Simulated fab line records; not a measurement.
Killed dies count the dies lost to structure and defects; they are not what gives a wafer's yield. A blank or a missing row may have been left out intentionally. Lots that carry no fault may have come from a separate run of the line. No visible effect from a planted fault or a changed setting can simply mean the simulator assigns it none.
fab line records ; flow gf180mcu
record: lots: 14; wafers: 42; last-day: 35
route steps=602 shown MVSD@74
lots untouched by any fault: they come from a run of this same line in which no faults occurred
start-h: start of the lot's first displayed wafer, in hours after the record's first day ; wait-h: hours elapsed since this lot's preceding step ; " same as the row above ; L1.1+2: a single row standing in for several wafers ; - no value, or no start given ; * or withheld: withheld ; < > ~ a bound
route shown NAME@n: a module of which the file shows steps, and the number in the route of the first ; usual: mean/standard deviation of fault-free wafers ; same: alike in all rows ; chamber/n: place in a boat ; sites: readings site by site ; _std_site: their standard deviation ; _edge_site: outer sites' mean less inner sites' ; radius-mm: how far each site lies from the wafer's centre ; mask NAME#n: copy n ; behind: the last tool/chamber to shape the wafer ; hold: the reason the lot was held/the length of the hold in hours/how it ended ; device: whichever transistor did not switch (one of n, p or np) ; end of line: tests of these same wafers at the route's end ; a step without rows: its recipe alone ; killed: not the wafer's yield, but the dies lost to structure and defects at the first sort ; map: dies across one wafer; x = killed, . = not, _ = none there
set.NAME: the setting that was run; set.NAME@STEP: the one run at that earlier step ; model.NAME: the simulator's own value behind a step, which no gauge read
route steps across a sampled set of lots; one table per step, one row per wafer
services: when a tool's chamber went out of use (start-h, in hours from the record's first day, below 0 if earlier), for how many hours, and the reason
== steps ==
step: GF_MVSD_IMPLANT_08
recipe: species: P; energy-kev: 400; dose-cm2: 1.6e+13; tilt-deg: 0
usual: dose-ions-cm2: 1.6003e+13/1.6e+10; faraday-current-uA: 90.0/1.7
lot.wafer;tool;chamber;start-h;wait-h;dose-ions-cm2;faraday-current-uA
L831.1;implanter-04;0;93.23;0.0;1.6007e+13;88.7
L831.2;implanter-04;0;93.23;0.0;1.5983e+13;90.3
L831.5;implanter-04;0;93.23;0.0;1.5973e+13;87.3
L835.1;implanter-03;0;117.74;0.0;1.5989e+13;89.3
L835.4;implanter-03;0;117.74;0.0;1.5993e+13;88.8
L835.6;implanter-03;0;117.74;0.0;1.5993e+13;91.1
L836.2;implanter-04;0;122.14;0.1;1.9054e+13;109.3
L836.3;implanter-04;0;122.14;0.1;1.9025e+13;105.9
L836.6;implanter-04;0;122.14;0.1;1.9031e+13;107.6
L837.2;implanter-04;0;128.23;0.0;1.9038e+13;108.2
L837.3;implanter-04;0;128.23;0.0;1.9029e+13;107.7
L837.6;implanter-04;0;128.23;0.0;1.9019e+13;104.5
L840.1;implanter-02;0;146.03;0.0;1.6005e+13;90.6
L840.2;implanter-02;0;146.03;0.0;1.5969e+13;90.3
L840.4;implanter-02;0;146.03;0.0;1.5996e+13;90.1
L843.1;implanter-02;0;163.73;0.0;1.602e+13;89.9
L843.3;implanter-02;0;163.73;0.0;1.6017e+13;89.6
L843.5;implanter-02;0;163.73;0.0;1.6042e+13;89.3
L844.2;implanter-02;0;170.71;0.0;1.6004e+13;89.1
L844.4;implanter-02;0;170.71;0.0;1.5994e+13;87.5
L844.6;implanter-02;0;170.71;0.0;1.6001e+13;90.7
L845.1;implanter-03;0;175.18;0.0;1.5999e+13;88.6
L845.2;implanter-03;0;175.18;0.0;1.5987e+13;92.8
L845.6;implanter-03;0;175.18;0.0;1.5995e+13;89.7
L846.1;implanter-02;0;181.29;0.0;1.5996e+13;91.6
L846.4;implanter-02;0;181.29;0.0;1.5999e+13;90.5
L846.6;implanter-02;0;181.29;0.0;1.6011e+13;87.9
L848.2;implanter-03;0;191.36;0.0;1.6005e+13;90.0
L848.4;implanter-03;0;191.36;0.0;1.6015e+13;87.8
L848.5;implanter-03;0;191.36;0.0;1.6012e+13;89.8
L849.1;implanter-03;0;195.97;0.0;1.6006e+13;91.8
L849.2;implanter-03;0;195.97;0.0;1.6004e+13;90.0
L849.4;implanter-03;0;195.97;0.0;1.6002e+13;93.1
L850.1;implanter-02;0;201.88;0.0;1.5995e+13;89.5
L850.2;implanter-02;0;201.88;0.0;1.5982e+13;92.0
L850.4;implanter-02;0;201.88;0.0;1.5991e+13;88.4
L851.1;implanter-03;0;209.84;0.0;1.5991e+13;92.2
L851.3;implanter-03;0;209.84;0.0;1.5982e+13;92.7
L851.4;implanter-03;0;209.84;0.0;1.5998e+13;87.4
L852.1;implanter-04;0;214.37;0.0;1.6036e+13;92.0
L852.3;implanter-04;0;214.37;0.0;1.5981e+13;89.6
L852.6;implanter-04;0;214.37;0.0;1.6021e+13;87.8
step: GF_MVSD_TW_MEAS_11
usual: MVSD_TW: 1583/6.8
lot.wafer;tool;chamber;start-h;wait-h;MVSD_TW
L831.1;film-metro-04;-;93.63;0.1;1579
L831.2;film-metro-04;-;93.63;0.1;1583
L831.5;film-metro-04;-;93.63;0.1;1583
L835.1;film-metro-03;-;118.14;0.1;1587
L835.4;film-metro-03;-;118.14;0.1;1586
L835.6;film-metro-03;-;118.14;0.1;1579
L836.2;film-metro-04;-;122.52;0.1;1659
L836.3;film-metro-04;-;122.52;0.1;1673
L836.6;film-metro-04;-;122.52;0.1;1658
L837.2;film-metro-01;-;128.62;0.1;1653
L837.3;film-metro-01;-;128.62;0.1;1651
L837.6;film-metro-01;-;128.62;0.1;1649
L840.1;film-metro-01;-;146.43;0.1;1584
L840.2;film-metro-01;-;146.43;0.1;1580
L840.4;film-metro-01;-;146.43;0.1;1594
L843.1;film-metro-04;-;164.13;0.1;1587
L843.3;film-metro-04;-;164.13;0.1;1584
L843.5;film-metro-04;-;164.13;0.1;1584
L844.2;film-metro-03;-;171.09;0.1;1586
L844.4;film-metro-03;-;171.09;0.1;1591
L844.6;film-metro-03;-;171.09;0.1;1588
L845.1;film-metro-01;-;175.58;0.1;1585
L845.2;film-metro-01;-;175.58;0.1;1585
L845.6;film-metro-01;-;175.58;0.1;1596
L846.1;film-metro-01;-;181.69;0.1;1588
L846.4;film-metro-01;-;181.69;0.1;1574
L846.6;film-metro-01;-;181.69;0.1;1587
L848.2;film-metro-03;-;191.74;0.1;1575
L848.4;film-metro-03;-;191.74;0.1;1583
L848.5;film-metro-03;-;191.74;0.1;1598
L849.1;film-metro-04;-;196.37;0.1;1578
L849.2;film-metro-04;-;196.37;0.1;1571
L849.4;film-metro-04;-;196.37;0.1;1571
L850.1;film-metro-04;-;202.28;0.1;1579
L850.2;film-metro-04;-;202.28;0.1;1581
L850.4;film-metro-04;-;202.28;0.1;1582
L851.1;film-metro-04;-;210.24;0.1;1577
L851.3;film-metro-04;-;210.24;0.1;1576
L851.4;film-metro-04;-;210.24;0.1;1572
L852.1;film-metro-04;-;214.77;0.1;1586
L852.3;film-metro-04;-;214.77;0.1;1587
L852.6;film-metro-04;-;214.77;0.1;1580
step: GF_VT_IMPLANT_RS_MEAS_46
recipe: thk-meas-gauge: four-point-probe
usual: MVSD_RS: 456.4/1.3
lot.wafer;tool;chamber;start-h;wait-h;MVSD_RS[ohm/sq]
L831.1;film-metro-01;-;170.19;0.1;455.0
L831.2;film-metro-01;-;170.19;0.1;453.2
L831.5;film-metro-01;-;170.19;0.1;455.2
L835.1;film-metro-04;-;194.70;0.1;456.8
L835.4;film-metro-04;-;194.70;0.1;457.7
L835.6;film-metro-04;-;194.70;0.1;458.2
L836.2;film-metro-04;-;202.66;0.1;419.2
L836.3;film-metro-04;-;202.66;0.1;418.6
L836.6;film-metro-04;-;202.66;0.1;420.1
L837.2;film-metro-03;-;209.11;0.1;417.1
L837.3;film-metro-03;-;209.11;0.1;417.6
L837.6;film-metro-03;-;209.11;0.1;417.8
L840.1;film-metro-04;-;229.03;0.1;457.2
L840.2;film-metro-04;-;229.03;0.1;456.8
L840.4;film-metro-04;-;229.03;0.1;457.6
L843.1;film-metro-04;-;253.14;0.1;457.9
L843.3;film-metro-04;-;253.14;0.1;457.8
L843.5;film-metro-04;-;253.14;0.1;459.1
L844.2;film-metro-01;-;258.19;0.1;454.0
L844.4;film-metro-01;-;258.19;0.1;454.1
L844.6;film-metro-01;-;258.19;0.1;454.8
L845.1;film-metro-01;-;264.82;0.1;455.8
L845.2;film-metro-01;-;264.82;0.1;456.0
L845.6;film-metro-01;-;264.82;0.1;455.8
L846.1;film-metro-03;-;270.60;0.1;457.1
L846.4;film-metro-03;-;270.60;0.1;459.1
L846.6;film-metro-03;-;270.60;0.1;457.5
L848.2;film-metro-03;-;285.21;0.1;458.1
L848.4;film-metro-03;-;285.21;0.1;455.5
L848.5;film-metro-03;-;285.21;0.1;455.3
L849.1;film-metro-03;-;288.83;0.1;456.1
L849.2;film-metro-03;-;288.83;0.1;457.3
L849.4;film-metro-03;-;288.83;0.1;455.5
L850.1;film-metro-01;-;295.55;0.2;454.9
L850.2;film-metro-01;-;295.55;0.2;454.3
L850.4;film-metro-01;-;295.55;0.2;455.0
L851.1;film-metro-01;-;306.24;0.1;455.6
L851.3;film-metro-01;-;306.24;0.1;455.9
L851.4;film-metro-01;-;306.24;0.1;457.0
L852.1;film-metro-01;-;317.18;0.1;455.5
L852.3;film-metro-01;-;317.18;0.1;455.5
L852.6;film-metro-01;-;317.18;0.1;456.0
== services ==
tool;chamber;start-h;hours;kind
implanter-04;-;115.78;5.6;pm
implanter-03;-;121.43;6.0;pm
implanter-02;-;146.78;2.9;repair
implanter-02;-;151.91;2.4;repair
implanter-04;-;174.46;1.3;repair
implanter-02;-;204.66;2.5;repair
implanter-02;-;207.18;17.1;pm
== key ==
first-sign: step: GF_MVSD_IMPLANT_08; reading: dose-ions-cm2; direction: up; sigmas: 99+; usual: 1.6003e+13; struck: 1.9033e+13
effect: step: GF_MVSD_IMPLANT_08; reading: faraday-current-uA; direction: up; sigmas: 10; usual: 90.0; struck: 107.2
effect: step: GF_MVSD_TW_MEAS_11; reading: MVSD_TW; direction: up; sigmas: 11; usual: 1583; struck: 1657
effect: step: GF_VT_IMPLANT_RS_MEAS_46; reading: MVSD_RS; direction: down; sigmas: 28; usual: 456.4; struck: 418.4
met-at GF_MVSD_IMPLANT_08
struck-lots L836,L837
tester-left-out L836,L837
onset-between 93.23 122.14
fault: kind: process-parameter-drift; tool: implanter-04; chamber: -; onset-h: 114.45; steps: GF_MVSD_IMPLANT_08; channel: dose-cm2; offset: 3.0271e+12; shape: step; end-h: 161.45; acts-in: these-recipes-only; stated: 1.6e+13
tester-left-out: of these lots the tester's yield and bins aren't shown, on N5 and GAA mostly nor the transistor test; their killed dies are dies lost to structure and defects alone, not to doping, threshold or leakage, so they don't give the yield
